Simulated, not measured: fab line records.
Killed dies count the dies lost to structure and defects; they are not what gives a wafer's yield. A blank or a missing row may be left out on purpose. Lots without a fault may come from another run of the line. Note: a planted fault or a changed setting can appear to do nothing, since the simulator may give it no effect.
fab line records + flow sky130
[record]
- lots = 6
- wafers = 18
- lastDay = 50
route steps=708 shown METAL3@556
lots with no fault: from the same line, run without faults
startH: hours from the record's opening day to when the first of the lot's shown wafers began + waitH: hours elapsed since this lot's preceding step + " the same as in the row above + L1.1+2: one row covering several wafers at once + - either no value or no given start + * or withheld: withheld + < > ~ a bound
route shown NAME@n: NAME is a module with steps in the file, n the number in the route of the first one + usual: the fault-free wafers' mean and standard deviation + same: alike in all rows + chamber/n: place in a boat + sites: each site's reading + _std_site: the standard deviation of these + _edge_site: mean of outer sites minus mean of inner sites + radiusMm: how far each site lies from the wafer's centre + mask NAME#n: copy n + behind: the most recent tool/chamber to have shaped the wafer + hold: the reason the lot was held/the length of the hold in hours/how it ended + device: which transistor (n, p or np) failed to switch + end of line: tests run on the same wafers once the route is complete + a step given without rows: its recipe and nothing more + killed: dies that structure and defects cost at the first sort, which is not the same as the wafer's yield + map: the dies of a wafer, with x for killed, . for not killed, _ for no die there
set.NAME: the run value of the setting; set.NAME@STEP: its run value at that earlier step + model.NAME: the simulator's own value behind a step, which no gauge read
a table for each step, a row for each wafer; lots at some steps of the route
services: from which hour (startH, from the record's first day; less than 0 if before it) a tool's chamber was out of use, for how many hours, and why
[[steps]]
[step SKY_METAL3_HMDS_06]
[recipe]
- primeTimeS = 60
- primeTempC = 120
[step SKY_METAL3_COAT_07]
[recipe]
- resist = BARC
- tempC = withheld
- timeS = withheld
- spinRpm = 3000
- resistThkNm = 60
[step SKY_METAL3_COAT_08]
[recipe]
- resist = KrF-thick
- spinRpm = 3000
- resistThkNm = 1140
[step SKY_METAL3_SOFTBAKE_09]
[recipe]
- tempC = 100
- timeS = 90
- resist = KrF-thick
[step SKY_METAL3_EXPOSE_10]
[recipe]
- maskId = MM3
- na = 0.68
- sourceShape = annular
- sigmaInner = 0.4
- sigmaOuter = 0.8
- targetCdNm = 300
- doseMj = 28
[step SKY_METAL3_PEB_11]
[recipe]
- pebTempC = withheld
- pebTimeS = withheld
- resist = KrF-thick
[step SKY_METAL3_DEVELOP_12]
[recipe]
- developTimeS = 60
- resist = KrF-thick
- devTempC = 21
[step SKY_METAL3_CD_MEAS_13]
[recipe]
- targetCdNm = 300
[usual]
- cdNm = 299.6/1.5
| lot.wafer | tool     | chamber | startH  | waitH | cdNm  |
|-----------|----------|---------|---------|-------|-------|
| L769.4    | cdSem-01 | -       | 945.20  | -     | 299.3 |
| L769.5    | "        | -       | "       | "     | 299.0 |
| L769.6    | "        | -       | "       | "     | 299.0 |
| L772.1    | cdSem-01 | -       | 962.19  | -     | 298.7 |
| L772.2    | "        | -       | "       | "     | 299.5 |
| L772.4    | "        | -       | "       | "     | 299.2 |
| L774.1    | cdSem-01 | -       | 977.94  | -     | 299.9 |
| L774.3    | "        | -       | "       | "     | 300.0 |
| L774.4    | "        | -       | "       | "     | 299.1 |
| L776.2    | cdSem-01 | -       | 989.51  | -     | 299.8 |
| L776.4    | "        | -       | "       | "     | 298.4 |
| L776.5    | "        | -       | "       | "     | 299.0 |
| L785.1    | cdSem-01 | -       | 1060.99 | -     | 301.0 |
| L785.4    | "        | -       | "       | "     | 301.0 |
| L785.5    | "        | -       | "       | "     | 299.3 |
| L786.1    | cdSem-01 | -       | 1062.44 | -     | 301.4 |
| L786.2    | "        | -       | "       | "     | 301.3 |
| L786.3    | "        | -       | "       | "     | 300.1 |
[step SKY_METAL3_OVL_MEAS_14]
[usual]
- METAL3_OVL = 1/4.8
| lot.wafer | tool       | chamber | startH  | waitH | METAL3_OVL[nm] |
|-----------|------------|---------|---------|-------|----------------|
| L769.4    | overlay-02 | -       | 945.28  | 0.1   | 2              |
| L769.5    | "          | -       | "       | "     | 2              |
| L769.6    | "          | -       | "       | "     | 1              |
| L772.1    | overlay-02 | -       | 962.31  | 0.1   | 1              |
| L772.2    | "          | -       | "       | "     | -5             |
| L772.4    | "          | -       | "       | "     | 4              |
| L774.1    | overlay-02 | -       | 978.06  | 0.1   | 4              |
| L774.3    | "          | -       | "       | "     | 7              |
| L774.4    | "          | -       | "       | "     | 8              |
| L776.2    | overlay-02 | -       | 989.62  | 0.1   | 7              |
| L776.4    | "          | -       | "       | "     | 6              |
| L776.5    | "          | -       | "       | "     | 3              |
| L785.1    | overlay-02 | -       | 1061.11 | 0.1   | 6              |
| L785.4    | "          | -       | "       | "     | 3              |
| L785.5    | "          | -       | "       | "     | 9              |
| L786.1    | overlay-01 | -       | 1062.56 | 0.1   | 0              |
| L786.2    | "          | -       | "       | "     | 5              |
| L786.3    | "          | -       | "       | "     | 0              |
[step SKY_METAL3_DESCUM_15]
[recipe]
- chemistry = O2
- sourcePowerW = 150
- biasPowerW = 0
- pressureMtorr = 10
- tempC = 40
- timeS = 8
[usual]
- drypumpMotorCurrentA = 5.5/0.54
- oesProductAu = 1.003/0.0059
| lot.wafer | tool        | chamber | startH  | waitH | drypumpMotorCurrentA | oesProductAu | rfHoursCounterH |
|-----------|-------------|---------|---------|-------|----------------------|--------------|-----------------|
| L769.4    | rieMetal-04 | 1       | 945.31  | 0.0   | 5.2                  | 1.002        | -               |
| L769.5    | "           | 0       | "       | "     | 5.9                  | 0.994        | -               |
| L769.6    | "           | 1       | "       | "     | 5.2                  | 1.002        | -               |
| L772.1    | rieMetal-01 | 1       | 962.35  | 0.0   | 5.7                  | 0.996        | 14              |
| L772.2    | "           | 0       | "       | "     | 5.2                  | 0.991        | 8               |
| L772.4    | "           | 1       | "       | "     | 5.7                  | 0.997        | -               |
| L774.1    | rieMetal-01 | 1       | 978.10  | 0.0   | 5.8                  | 0.996        | 15              |
| L774.3    | "           | 1       | "       | "     | 5.8                  | 1.004        | -               |
| L774.4    | "           | 0       | "       | "     | 5.2                  | 1.002        | -               |
| L776.2    | rieMetal-03 | 1       | 989.65  | 0.0   | 4.7                  | 0.996        | 13              |
| L776.4    | "           | 0       | "       | "     | 6.4                  | 1.006        | -               |
| L776.5    | "           | 0       | "       | "     | 6.4                  | 0.998        | -               |
| L785.1    | rieMetal-01 | 0       | 1061.15 | 0.0   | 5.1                  | 1.009        | 14              |
| L785.4    | "           | 1       | "       | "     | 5.8                  | 1.002        | -               |
| L785.5    | "           | 0       | "       | "     | 5.1                  | 0.999        | -               |
| L786.1    | rieMetal-03 | 0       | 1062.60 | 0.0   | 6.4                  | 1.002        | 14              |
| L786.2    | "           | 1       | "       | "     | 4.7                  | 1.002        | 18              |
| L786.3    | "           | 0       | "       | "     | 6.4                  | 1.007        | -               |
[step SKY_METAL3_ETCH_16]
[recipe]
- chemistry = N2/H2
- target = BARC
- ionEnergyEv = 200
- biasW = 100
- pressureMtorr = 30
- n2FlowSccm = 100
- h2FlowSccm = 200
- icpW = 500
- stopOn = SiO2
- timeS = 88.2
- targetDepthA = 600
[usual]
- biasW = 100.1/0.3
- chamberPressureMTorr = 30.000/0.026
- drypumpMotorCurrentA = 5.5/0.54
- oesProductAu = 0.625/0.0048
- throttleValvePct = 13.205/0.009
| lot.wafer | tool        | chamber | startH  | waitH | biasW | chamberPressureMTorr | drypumpMotorCurrentA | oesProductAu | rfHoursCounterH | throttleValvePct |
|-----------|-------------|---------|---------|-------|-------|----------------------|----------------------|--------------|-----------------|------------------|
| L769.4    | rieMetal-04 | 1       | 945.36  | 0.0   | 100.1 | 29.982               | 5.2                  | 0.631        | -               | 13.196           |
| L769.5    | "           | 0       | "       | "     | 100.5 | 29.999               | 5.8                  | 0.629        | -               | 13.213           |
| L769.6    | "           | 1       | "       | "     | 100.1 | 30.016               | 5.2                  | 0.621        | -               | 13.225           |
| L772.1    | rieMetal-01 | 1       | 962.38  | 0.0   | 99.8  | 29.967               | 5.7                  | 0.630        | 14              | 13.211           |
| L772.2    | "           | 0       | "       | "     | 100.3 | 30.001               | 5.2                  | 0.619        | 8               | 13.213           |
| L772.4    | "           | 1       | "       | "     | 99.7  | 30.018               | 5.8                  | 0.630        | -               | 13.190           |
| L774.1    | rieMetal-01 | 1       | 978.13  | 0.0   | 100.6 | 30.030               | 5.8                  | 0.625        | 15              | 13.189           |
| L774.3    | "           | 1       | "       | "     | 100.5 | 30.025               | 5.8                  | 0.624        | -               | 13.183           |
| L774.4    | "           | 0       | "       | "     | 99.9  | 30.035               | 5.1                  | 0.622        | -               | 13.206           |
| L776.2    | rieMetal-03 | 1       | 989.68  | 0.0   | 100.3 | 29.966               | 4.7                  | 0.630        | 13              | 13.223           |
| L776.4    | "           | 0       | "       | "     | 100.5 | 29.989               | 6.5                  | 0.627        | -               | 13.188           |
| L776.5    | "           | 0       | "       | "     | 100.4 | 29.992               | 6.5                  | 0.633        | -               | 13.215           |
| L785.1    | rieMetal-01 | 0       | 1061.18 | 0.0   | 99.9  | 29.986               | 5.2                  | 0.621        | 14              | 13.206           |
| L785.4    | "           | 1       | "       | "     | 100.2 | 29.974               | 5.8                  | 0.632        | -               | 13.198           |
| L785.5    | "           | 0       | "       | "     | 100.1 | 30.005               | 5.2                  | 0.624        | -               | 13.208           |
| L786.1    | rieMetal-03 | 0       | 1062.63 | 0.0   | 100.1 | 29.986               | 6.4                  | 0.627        | 14              | 13.194           |
| L786.2    | "           | 1       | "       | "     | 100.1 | 29.936               | 4.7                  | 0.621        | 18              | 13.198           |
| L786.3    | "           | 0       | "       | "     | 100.1 | 29.974               | 6.4                  | 0.626        | -               | 13.205           |
[step SKY_METAL3_ETCH_17]
[recipe]
- target = SiO2
- stopOn = TiN
- chemistry = C4F8/O2/Ar
- sourceW = 1500
- biasW = 1200
- pressureMtorr = 40
- c4f8FlowSccm = withheld
- O2_flow_sccm = 6
- Ar_flow_sccm = 300
- timeS = 3.9
- targetDepthA = 150
[usual]
- biasW = 1201/3.6
- chamberPressureMTorr = 40.00/0.035
- oesProductAu = 0.756/0.0062
| lot.wafer | tool       | chamber | startH  | waitH | biasW | chamberPressureMTorr | oesProductAu |
|-----------|------------|---------|---------|-------|-------|----------------------|--------------|
| L769.4    | rieDiel-04 | 0       | 945.43  | 0.0   | 1201  | 40.07                | 0.768        |
| L769.5    | "          | 1       | "       | "     | 1201  | 40.01                | 0.755        |
| L769.6    | "          | 2       | "       | "     | 1192  | 40.02                | 0.762        |
| L772.1    | rieDiel-02 | 2       | 962.48  | 0.1   | 1197  | 39.98                | 0.755        |
| L772.2    | "          | 3       | "       | "     | 1199  | 39.98                | 0.745        |
| L772.4    | "          | 1       | "       | "     | 1204  | 40.01                | 0.759        |
| L774.1    | rieDiel-01 | 1       | 978.23  | 0.1   | 1202  | 39.96                | 0.754        |
| L774.3    | "          | 0       | "       | "     | 1207  | 40.01                | 0.757        |
| L774.4    | "          | 3       | "       | "     | 1200  | 39.98                | 0.763        |
| L776.2    | rieDiel-04 | 3       | 989.78  | 0.1   | 1200  | 39.98                | 0.744        |
| L776.4    | "          | 0       | "       | "     | 1199  | 40.06                | 0.765        |
| L776.5    | "          | 1       | "       | "     | 1201  | 40.00                | 0.764        |
| L785.1    | rieDiel-02 | 3       | 1061.28 | 0.1   | 1200  | 39.98                | 0.753        |
| L785.4    | "          | 2       | "       | "     | 1203  | 39.97                | 0.744        |
| L785.5    | "          | 3       | "       | "     | 1197  | 40.07                | 0.757        |
| L786.1    | rieDiel-04 | 2       | 1062.73 | 0.1   | 1198  | 40.01                | 0.759        |
| L786.2    | "          | 1       | "       | "     | 1201  | 40.02                | 0.748        |
| L786.3    | "          | 0       | "       | "     | 1208  | 40.03                | 0.745        |
[step SKY_METAL3_METAL_ETCH_18]
[recipe]
- targetDepthA = 8450
- stopOn = SiO2
- overEtchFrac = 0.3
- timeS = 183.1
- chemistry = Cl2/BCl3
- resistSidewallDeg = 88
- pressureMtorr = 10
- icpW = 900
- biasW = 48.5
- Cl2_flow_sccm = 60
- bcl3FlowSccm = 30
[usual]
- bcl3FlowSccm = 30.01/0.095
- biasW = 48.52/0.15
- drypumpMotorCurrentA = 5.5/0.63
- oesProductAu = 0.866/0.006
- throttleValvePct = 22.263/0.0087
| lot.wafer | tool        | chamber | startH  | waitH | bcl3FlowSccm | biasW | drypumpMotorCurrentA | oesProductAu | rfHoursCounterH | throttleValvePct | model.KrF-thick_of_METAL3_COAT_08.thkNm | model.SiO2_of_VIA2_HDPCVD_00.thkNm | model.METAL3.cdNm |
|-----------|-------------|---------|---------|-------|--------------|-------|----------------------|--------------|-----------------|------------------|-----------------------------------------|------------------------------------|-------------------|
| L769.4    | rieMetal-03 | 1       | 945.50  | 0.1   | 29.91        | 48.58 | 4.7                  | 0.868        | -               | 22.262           | 517                                     | 465.7                              | 301.3             |
| L769.5    | "           | 0       | "       | "     | 29.88        | 48.62 | 6.4                  | 0.873        | -               | 22.279           | 520.6                                   | 465                                | 295.8             |
| L769.6    | "           | 1       | "       | "     | 29.94        | 48.61 | 4.7                  | 0.868        | -               | 22.277           | 517.3                                   | 465                                | 297.7             |
| L772.1    | rieMetal-04 | 1       | 962.50  | 0.0   | 30.05        | 48.67 | 5.2                  | 0.863        | 5               | 22.278           | 516.9                                   | 463.9                              | 296.9             |
| L772.2    | "           | 0       | "       | "     | 30.17        | 48.66 | 5.8                  | 0.868        | 4               | 22.278           | 519.9                                   | 465.8                              | 298.3             |
| L772.4    | "           | 1       | "       | "     | 30.14        | 48.65 | 5.2                  | 0.877        | -               | 22.274           | 517.8                                   | 464.1                              | 298.9             |
| L774.1    | rieMetal-03 | 1       | 978.25  | 0.0   | -            | -     | -                    | -            | -               | -                | 1078                                    | 490.7                              | 300.4             |
| L774.3    | "           | 0       | "       | "     | -            | -     | -                    | -            | -               | -                | 1081                                    | 489.9                              | 300.5             |
| L774.4    | "           | 1       | "       | "     | -            | -     | -                    | -            | -               | -                | 1080                                    | 490.5                              | 298.1             |
| L776.2    | rieMetal-01 | 1       | 989.80  | 0.0   | -            | -     | -                    | -            | -               | -                | 1077                                    | 490.2                              | 301.1             |
| L776.4    | "           | 1       | "       | "     | -            | -     | -                    | -            | -               | -                | 1079                                    | 489.7                              | 299.1             |
| L776.5    | "           | 0       | "       | "     | -            | -     | -                    | -            | -               | -                | 1080                                    | 490.1                              | 299.2             |
| L785.1    | rieMetal-03 | 0       | 1061.30 | 0.0   | 29.96        | 48.46 | 6.4                  | 0.867        | 13              | 22.250           | 524.4                                   | 464.2                              | 299               |
| L785.4    | "           | 1       | "       | "     | 30.03        | 48.05 | 4.7                  | 0.875        | -               | 22.251           | 527.4                                   | 465.8                              | 299.4             |
| L785.5    | "           | 0       | "       | "     | 30.01        | 48.46 | 6.4                  | 0.867        | -               | 22.259           | 524.7                                   | 465.2                              | 295.5             |
| L786.1    | rieMetal-04 | 0       | 1062.74 | 0.0   | 29.99        | 48.52 | 5.8                  | 0.873        | 9               | 22.258           | 521.7                                   | 464.3                              | 298.5             |
| L786.2    | "           | 1       | "       | "     | 30.03        | 48.42 | 5.2                  | 0.863        | 10              | 22.270           | 523.9                                   | 465.4                              | 299               |
| L786.3    | "           | 0       | "       | "     | 29.81        | 48.61 | 5.8                  | 0.858        | -               | 22.256           | 522.1                                   | 464.6                              | 297.6             |
[step SKY_METAL3_STRIP_19]
[recipe]
- chemistry = O2/N2
- powerW = 1400
- pressureMtorr = 1500
- platenTempC = withheld
- o2FlowSccm = 3000
- n2FlowSccm = 300
- overashFraction = 0.5
[usual]
- drypumpMotorCurrentA = 5.8/0.46
- oesProductAu = 0.501/0.0056
- stripTimeToEndpointS = 6.50/0.064
| lot.wafer | tool           | chamber | startH  | waitH | drypumpMotorCurrentA | oesProductAu | rfHoursCounterH | stripTimeToEndpointS |
|-----------|----------------|---------|---------|-------|----------------------|--------------|-----------------|----------------------|
| L769.4    | plasmaAsher-03 | 0       | 945.66  | 0.1   | 5.0                  | 0.503        | -               | 6.42                 |
| L769.5    | "              | 0       | "       | "     | 4.9                  | 0.502        | -               | 6.48                 |
| L769.6    | "              | 1       | "       | "     | 6.1                  | 0.503        | -               | 6.43                 |
| L772.1    | plasmaAsher-01 | 0       | 962.67  | 0.1   | 6.1                  | 0.492        | 112             | 6.42                 |
| L772.2    | "              | 1       | "       | "     | 5.7                  | 0.495        | 112             | 6.46                 |
| L772.4    | "              | 1       | "       | "     | 5.7                  | 0.499        | -               | 6.42                 |
| L774.1    | plasmaAsher-03 | 1       | 978.42  | 0.1   | 6.1                  | 0.706        | 52              | 11.88                |
| L774.3    | "              | 0       | "       | "     | 5.0                  | 0.713        | -               | 11.88                |
| L774.4    | "              | 1       | "       | "     | 6.1                  | 0.717        | -               | 11.89                |
| L776.2    | plasmaAsher-01 | 0       | 989.97  | 0.1   | 6.1                  | 0.723        | 114             | 11.88                |
| L776.4    | "              | 1       | "       | "     | 5.7                  | 0.713        | -               | 11.90                |
| L776.5    | "              | 0       | "       | "     | 6.1                  | 0.714        | -               | 11.90                |
| L785.1    | plasmaAsher-03 | 1       | 1061.47 | 0.1   | 6.1                  | 0.499        | 61              | 6.50                 |
| L785.4    | "              | 1       | "       | "     | 6.1                  | 0.507        | -               | 6.55                 |
| L785.5    | "              | 1       | "       | "     | 6.1                  | 0.510        | -               | 6.50                 |
| L786.1    | plasmaAsher-03 | 0       | 1062.92 | 0.1   | 5.0                  | 0.497        | 61              | 6.46                 |
| L786.2    | "              | 1       | "       | "     | 6.1                  | 0.502        | 61              | 6.50                 |
| L786.3    | "              | 0       | "       | "     | 4.9                  | 0.506        | -               | 6.48                 |
[step SKY_METAL3_STRIP_20]
[recipe]
- chemistry = postEtchResidueRemover
- timeS = 1200
- tempC = 72.5
[[services]]
| tool           | chamber | startH  | hours | kind      |
|----------------|---------|---------|-------|-----------|
| rieDiel-02     | 3       | 923.34  | 3.8   | repair    |
| rieDiel-04     | 2       | 934.25  | 1.4   | repair    |
| rieDiel-01     | 1       | 935.15  | 2.9   | repair    |
| plasmaAsher-01 | -       | 944.48  | 3.9   | repair    |
| rieDiel-02     | 0       | 964.44  | 3.2   | repair    |
| rieDiel-01     | 1       | 968.29  | 5.3   | repair    |
| rieDiel-04     | 1       | 970.45  | 13.9  | repair    |
| rieDiel-01     | 3       | 987.81  | 6.3   | repair    |
| rieDiel-01     | 0       | 991.02  | 4.8   | repair    |
| rieDiel-01     | 1       | 992.28  | 9.9   | repair    |
| rieDiel-01     | 2       | 992.90  | 16.6  | repair    |
| rieMetal-04    | -       | 997.74  | 2.6   | repair    |
| rieDiel-02     | 3       | 1035.59 | 2.8   | repair    |
| rieDiel-02     | 1       | 1037.92 | 7.3   | repair    |
| rieDiel-04     | -       | 1048.79 | 0.7   | repair    |
| plasmaAsher-01 | -       | 1055.25 | 9.0   | pm        |
| plasmaAsher-01 | 0       | 1055.25 | 9.0   | ventCycle |
| plasmaAsher-01 | 1       | 1055.25 | 9.0   | ventCycle |
| rieDiel-01     | -       | 1059.05 | 0.9   | repair    |
[[key]]
[firstSign]
- step = SKY_METAL3_METAL_ETCH_18
- reading = toolRecord
- direction = missing
[effect]
- step = SKY_METAL3_STRIP_19
- reading = stripTimeToEndpointS
- direction = up
- sigmas = 84
- usual = *
- struck = *
[modelEffect]
- step = SKY_METAL3_METAL_ETCH_18
- value = KrF-thick_of_METAL3_COAT_08.thkNm
- without = 530.3
- struck = 1079
metAt SKY_METAL3_METAL_ETCH_18
struckWafers L774.1,L774.3,L774.4,L776.2,L776.4,L776.5
laterRowsLeftOut L774.1,L774.3,L774.4,L776.2,L776.4,L776.5
sortLeftOut L774.1,L774.3,L774.4,L776.2,L776.4,L776.5
onsetBetween 945.50 978.25
[fault]
- kind = skippedStepWhole
- tool = rieMetal-01,rieMetal-03
- chamber = -
- onsetH = 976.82
- steps = SKY_METAL3_METAL_ETCH_18
- scope = struckLotsOnly
// sortLeftOut: the simulated sort isn't trusted on such a fault, so these wafers' sort isn't shown, and their yield isn't known
// laterRowsLeftOut: the simulator's readings of these wafers behind a module that went badly wrong aren't trusted and aren't shown, but for the sort
